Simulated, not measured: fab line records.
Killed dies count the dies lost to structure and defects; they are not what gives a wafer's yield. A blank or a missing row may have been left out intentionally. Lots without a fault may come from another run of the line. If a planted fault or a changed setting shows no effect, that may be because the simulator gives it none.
Code-filled problem report in 8D (eight disciplines) form | flow gf180mcu | the parts of the form that need people (team, actions taken, sign-off) are left out

== 1. THE ISSUE ==
Mean M2_ALCU_RS at GF_M2_RS_MEAS_05: 0.0895 ohm/sq over 2 wafers in 2 lots; fault-free wafers: 0.0697 ohm/sq, standard deviation 0.00076. Measured from the usual mean, that is +26 standard deviations.
The step: measures by four-point-probe.
Earliest sighting: wafer L429.4 on film_metro-04 at day 24 02:57. The record has a number at this step for 34 wafers belonging to 12 lots. Rule for "out" (also "out of limits"): further than 4 standard deviations from the usual mean. All remaining wafers that have a number are taken as sound.

== 2. WHAT THIS IS AND IS NOT ==
question                    | is                | is not
which readings at this step | M2_ALCU_RS        | -
which lots                  | L429, L430        | L413, L414, L416, L417, L418, L419, L421, L423, L424, L436
which wafers of those lots  | L429.4, L430.6    | L429.1, L430.5
read on which gauges        | film_metro-04     | film_metro-01, film_metro-03
when                        | from day 24 02:57 | up to then (28 sound wafers); but 4 sound wafers of L430, L436 came after

== 3. THE SUSPECTS, EACH WITH WHAT RULES IT OUT ==
Counting: a tool at a process step up to the reading stays a suspect if it ran every lot that is out. Sound lots after the first of them don't rule it out here, since some wafers of a struck lot are sound.
- the gauge at GF_M2_RS_MEAS_05: kept. All the wafers that are out were read on film_metro-04, and no step on other tools shows them out.
- pvd_sputter-01 at GF_M2_SPUTTER_02 (material AlCu, target thk 450 nm, time 23.9 s): kept. Every lot that is out went through it, the first being L429 (day 24 02:52); the last sound lot it ran before that was L423 (day 22 00:49).
Remaining after the count are pvd_sputter-01 at GF_M2_SPUTTER_02 and film_metro-04 at GF_M2_RS_MEAS_05.

== 4. THE CAUSE (what the simulator had put in) ==
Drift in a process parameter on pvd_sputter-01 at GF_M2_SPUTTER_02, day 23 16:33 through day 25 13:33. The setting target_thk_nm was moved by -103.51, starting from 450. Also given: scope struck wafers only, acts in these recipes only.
This tool is one of the 2 suspects left after counting.

== 5. THE EFFECT CHAIN, in route order ==
One row per reading whose mean, taken over the struck wafers that have a number, lies over 3 standard deviations from the usual. Only readings for which the record gives a usual standard deviation are gone through. hours: the time from each lot's start at the first step in this table that gives one to its start at this step, as a median over the lots. sigmas: the change in usual standard deviations.
hours | step              | reading     | usual         | on struck wafers | change  | sigmas
0     | GF_M2_RS_MEAS_05  | M2_ALCU_RS  | 0.0697 ohm/sq | 0.0895           | +0.0198 | +26
0     | GF_M2_THK_MEAS_06 | M2_ALCU_THK | 457 nm        | 354              | -102    | -15
Later measuring or inspecting steps at which every struck wafer that the step has a row for has a number for every such reading, and none has moved that far: GF_M2_CD_MEAS_14, GF_M2_OVL_MEAS_15.

== 6. HOW IT WOULD HAVE BEEN CAUGHT EARLIER ==
Counted from the fault's start at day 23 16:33, it took 10 hours until the first out-of-limits reading at a measuring or inspecting step in this record, taken at day 24 02:57.
Of the tool readings at GF_M2_SPUTTER_02 for which the record gives a usual standard deviation, none was out on any struck wafer, so an alarm limit of 4 standard deviations on them would not have fired.
Among the 2 lots that are out, L430 began GF_M2_SPUTTER_02 on pvd_sputter-01 after day 24 02:57. Had the tool been put on hold then, it would have been spared.
